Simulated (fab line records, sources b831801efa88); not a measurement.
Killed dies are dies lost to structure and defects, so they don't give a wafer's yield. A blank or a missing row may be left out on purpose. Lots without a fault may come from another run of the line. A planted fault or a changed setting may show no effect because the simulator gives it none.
Which tool did it? | flow gf180mcu | 12 lots, 36 wafers sampled, at 6 steps of a route of 602

WHAT THE GAUGES READ, wafer by wafer
GF_PSD_RS_MEAS_14: measures by four-point-probe. Usual: NSD_RS 46.11 ohm/sq, standard deviation 0.092.
lot  | measured     | on            | NSD_RS (ohm/sq)   | flag
L356 | day 15 01:42 | film_metro-01 | 46.09 46.19 46.19 |
L357 | day 15 06:57 | film_metro-04 | 46.14 46.30 46.18 |
L359 | day 15 23:41 | film_metro-04 | 46.11 46.26 46.17 |
L360 | day 16 06:47 | film_metro-03 | 46.09 46.09 46.04 |
L361 | day 16 21:13 | film_metro-03 | 46.07 46.10 46.09 |
L362 | day 17 07:31 | film_metro-04 | 46.27 46.20 46.18 |
L364 | day 17 18:52 | film_metro-04 | 46.21 46.16 46.11 |
L368 | day 19 09:55 | film_metro-01 | 46.09 46.11 46.01 |
L370 | day 20 05:32 | film_metro-03 | 42.20 42.26 42.10 | OFF
L373 | day 20 21:13 | film_metro-04 | 42.20 42.16 42.22 | OFF
L374 | day 21 07:42 | film_metro-04 | 46.06 46.00 46.16 |
L377 | day 22 04:33 | film_metro-03 | 46.08 46.13 46.13 |

GF_PSD_RS_MEAS_15: measures by four-point-probe. Usual: PSD_RS 107.74 ohm/sq, standard deviation 0.27.
lot  | measured     | on            | PSD_RS (ohm/sq)      | flag
L356 | day 15 01:49 | film_metro-01 | 107.77 107.68 107.85 |
L357 | day 15 07:04 | film_metro-04 | 108.05 108.19 107.95 |
L359 | day 15 23:48 | film_metro-04 | 107.64 107.89 107.91 |
L360 | day 16 06:54 | film_metro-03 | 107.64 107.64 107.86 |
L361 | day 16 21:20 | film_metro-03 | 107.87 107.97 107.76 |
L362 | day 17 07:38 | film_metro-04 | 107.96 107.77 107.80 |
L364 | day 17 18:59 | film_metro-04 | 107.72 107.36 107.50 |
L368 | day 19 10:02 | film_metro-01 | 108.00 108.08 107.41 |
L370 | day 20 05:39 | film_metro-03 | 97.00 97.09 97.00    | OFF
L373 | day 20 21:20 | film_metro-04 | 97.21 97.03 96.98    | OFF
L374 | day 21 07:49 | film_metro-04 | 107.43 107.50 107.57 |
L377 | day 22 04:40 | film_metro-03 | 107.79 107.84 108.33 |

GF_SAB_OVL_MEAS_10. Usual: SAB_OVL -0.9 nm, standard deviation 1.2.
lot  | measured     | on         | SAB_OVL (nm)   | flag
L356 | day 15 23:46 | overlay-02 | 0.0 -1.0 -0.5  |
L357 | day 16 04:16 | overlay-01 | 0.0 -0.8 -0.7  |
L359 | day 16 22:01 | overlay-01 | 0.1 -0.7 -1.3  |
L360 | day 17 06:09 | overlay-01 | -2.5 -2.4 -1.8 |
L361 | day 17 20:36 | overlay-01 | 1.1 1.3 -0.2   |
L362 | day 18 06:47 | overlay-01 | -2.0 -3.0 -2.5 |
L364 | day 18 18:26 | overlay-02 | -0.6 -1.1 -2.7 |
L368 | day 20 10:22 | overlay-01 | 0.2 0.0 -2.3   |
L370 | day 21 05:11 | overlay-02 | -1.4 -0.8 -0.4 |
L373 | day 21 20:53 | overlay-02 | 2.8 -0.4 1.2   |
L374 | day 22 07:43 | overlay-02 | -0.8 -1.2 -0.2 |
L377 | day 23 04:11 | overlay-01 | -0.5 -2.9 -0.6 |

WHICH TOOL RAN EACH LOT (tool, then ch and the chambers of the sampled wafers, then the start)
lot  | GF_HV_LDD_RTA_52                 | GF_HV_LDD_ETCHBACK_58              | GF_PSD_RTA_13
L356 | rtp_anneal-02 ch 0, day 13 04:52 | rie_diel-01 ch 1,2, day 13 07:38   | rtp_anneal-02 ch 0, day 15 01:37
L357 | rtp_anneal-01 ch 0, day 13 08:58 | rie_diel-01 ch 0,1,3, day 13 11:44 | rtp_anneal-01 ch 0, day 15 06:52
L359 | rtp_anneal-01 ch 0, day 14 01:28 | rie_diel-01 ch 2,3, day 14 04:14   | rtp_anneal-01 ch 0, day 15 23:36
L360 | rtp_anneal-02 ch 0, day 14 08:23 | rie_diel-02 ch 0,2,3, day 14 11:08 | rtp_anneal-02 ch 0, day 16 06:41
L361 | rtp_anneal-02 ch 0, day 14 20:12 | rie_diel-01 ch 1,2, day 15 00:31   | rtp_anneal-02 ch 0, day 16 21:08
L362 | rtp_anneal-02 ch 0, day 15 07:10 | rie_diel-03 ch 0,2,3, day 15 10:26 | rtp_anneal-01 ch 0, day 17 07:26
L364 | rtp_anneal-01 ch 0, day 15 16:27 | rie_diel-02 ch 2,3, day 15 20:20   | rtp_anneal-02 ch 0, day 17 18:46
L368 | rtp_anneal-01 ch 0, day 17 06:04 | rie_diel-03 ch 2,3, day 17 08:47   | rtp_anneal-02 ch 0, day 19 09:49
L370 | rtp_anneal-02 ch 0, day 18 02:02 | rie_diel-02 ch 2,3, day 18 05:10   | rtp_anneal-02 ch 0, day 20 05:26
L373 | rtp_anneal-01 ch 0, day 18 16:40 | rie_diel-03 ch 0,2,3, day 18 19:26 | rtp_anneal-02 ch 0, day 20 21:08
L374 | rtp_anneal-01 ch 0, day 19 04:28 | rie_diel-02 ch 0,1,2, day 19 07:13 | rtp_anneal-01 ch 0, day 21 07:37
L377 | rtp_anneal-02 ch 0, day 20 01:05 | rie_diel-02 ch 0,2,3, day 20 03:50 | rtp_anneal-01 ch 0, day 22 04:28
- GF_HV_LDD_RTA_52: time 10 s.
- GF_HV_LDD_ETCHBACK_58: etches Si3N4 in CH3F/O2, stops on SiO2, time 100 s, target depth 90 nm.
- GF_PSD_RTA_13: time 20 s.

WHAT THE TOOLS THEMSELVES READ (means of the sampled wafers that have a number; where no wafer has one, the mark that the record gives instead)
GF_HV_LDD_RTA_52. Usual: anneal_temp_c_max 1005.3, standard deviation 1; chamber_o2_ppm 1.998, standard deviation 0.02; lamp_power_pct 33 %, standard deviation 4.2; wafer_temp_C_max 1006.1, standard deviation 1.5.
lot  | tool          | anneal_temp_c_max | chamber_o2_ppm | lamp_power_pct (%) | wafer_temp_C_max | flag
L356 | rtp_anneal-02 | 1006.1            | 2.012          | 28                 | 1004.5           |
L357 | rtp_anneal-01 | 1004.5            | 1.993          | 37                 | 1006.3           |
L359 | rtp_anneal-01 | 1004.5            | 1.995          | 37                 | 1007.1           |
L360 | rtp_anneal-02 | 1006.1            | 1.984          | 28                 | 1005.7           |
L361 | rtp_anneal-02 | 1004.9            | 1.989          | 28                 | 1005.9           |
L362 | rtp_anneal-02 | 1004.6            | 1.973          | 28                 | 1005.5           |
L364 | rtp_anneal-01 | 1004.4            | 2.005          | 37                 | 1008.2           |
L368 | rtp_anneal-01 | 1005.4            | 1.996          | 37                 | 1006.7           |
L370 | rtp_anneal-02 | 1005.3            | 2.008          | 28                 | 1005.7           |
L373 | rtp_anneal-01 | 1004.2            | 2.011          | 37                 | 1007.0           |
L374 | rtp_anneal-01 | 1005.3            | 1.992          | 37                 | 1007.5           |
L377 | rtp_anneal-02 | 1005.4            | 2.003          | 28                 | 1004.9           |

GF_HV_LDD_ETCHBACK_58. Usual: O2_flow_sccm 30.01 sccm, standard deviation 0.096; drypump_motor_current_A 5.6 A, standard deviation 0.38; oes_product_au 0.841 a.u., standard deviation 0.0062; throttle_valve_pct 10.561 %, standard deviation 0.0084.
lot  | tool        | O2_flow_sccm (sccm) | drypump_motor_current_A (A) | oes_product_au (a.u.) | throttle_valve_pct (%) | flag
L356 | rie_diel-01 | 30.03               | 5.6                         | 0.836                 | 10.569                 |
L357 | rie_diel-01 | 29.95               | 5.7                         | 0.846                 | 10.563                 |
L359 | rie_diel-01 | 29.94               | 5.5                         | 0.843                 | 10.561                 |
L360 | rie_diel-02 | 29.99               | 5.2                         | 0.844                 | 10.556                 |
L361 | rie_diel-01 | 30.10               | 5.6                         | 0.833                 | 10.558                 |
L362 | rie_diel-03 | 30.00               | 6.0                         | 0.842                 | 10.562                 |
L364 | rie_diel-02 | 30.03               | 5.1                         | 0.838                 | 10.559                 |
L368 | rie_diel-03 | 30.11               | 5.6                         | 0.834                 | 10.564                 |
L370 | rie_diel-02 | 30.02               | 5.2                         | 0.855                 | 10.562                 |
L373 | rie_diel-03 | 30.01               | 6.0                         | 0.850                 | 10.557                 |
L374 | rie_diel-02 | 29.88               | 5.5                         | 0.841                 | 10.563                 |
L377 | rie_diel-02 | 29.93               | 5.2                         | 0.839                 | 10.564                 |

GF_PSD_RTA_13. Usual: chamber_o2_ppm 2.002, standard deviation 0.023; lamp_power_pct 33 %, standard deviation 4.3; wafer_temp_C_max 1030.9, standard deviation 1.6.
lot  | tool          | chamber_o2_ppm | lamp_power_pct (%) | wafer_temp_C_max | flag
L356 | rtp_anneal-02 | 1.992          | 29                 | 1030.6           |
L357 | rtp_anneal-01 | 1.968          | 38                 | 1032.3           |
L359 | rtp_anneal-01 | 1.992          | 38                 | 1030.9           |
L360 | rtp_anneal-02 | 1.999          | 29                 | 1029.0           |
L361 | rtp_anneal-02 | 2.011          | 29                 | 1030.6           |
L362 | rtp_anneal-01 | 2.018          | 38                 | 1031.9           |
L364 | rtp_anneal-02 | 1.994          | 29                 | 1031.2           |
L368 | rtp_anneal-02 | 2.002          | 29                 | 1029.6           |
L370 | rtp_anneal-02 | 2.000          | 31                 | 1057.7           | OFF
L373 | rtp_anneal-02 | 1.991          | 31                 | 1057.2           | OFF
L374 | rtp_anneal-01 | 2.002          | 38                 | 1032.1           |
L377 | rtp_anneal-01 | 2.023          | 38                 | 1032.6           |

THE ANSWER, worked out from the rows above alone
Rule: a lot is off if the mean of its wafers that have a number lies more than 3 standard deviations from the usual mean. A lot without any number at a reading at which 4 lots or more have one is off too. The other lots that the step has rows for count as sound. The gauges are gone through in route order, then the tools' own readings, and for those a lot's mean is taken as printed above. The first step at which some lot is off is used, and at that step the reading that is off furthest; a lot without a number counts as furthest.
Off: L370, L373, at GF_PSD_RS_MEAS_14 (NSD_RS).
A tool fits if, at a process step before that reading, it ran every lot that is off, and no sound lot after the first of them. The gauges at GF_PSD_RS_MEAS_14 aren't tried: what is off there is off at GF_PSD_RTA_13 too, on other tools, and a gauge's error can't cause that. One fits: rtp_anneal-02 at GF_PSD_RTA_13. Its last sound lot is L368 (day 19 09:49), its first lot that is off L370 (day 20 05:26): a fault that began between those two fits.
The tool's own readings at GF_PSD_RTA_13 bear it out: on the lots that are off they differ by more than 5 times the standard deviation of the sound lots' means. wafer_temp_C_max reads 1057.5 there against 1031.1 on the sound lots.

WHAT THE SIMULATOR HAD PUT IN
Process parameter drift: rtp_anneal-02, from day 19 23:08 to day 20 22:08, at GF_PSD_RTA_13. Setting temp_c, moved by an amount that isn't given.
Lots struck among those shown: L370, L373. The rule above found the same.
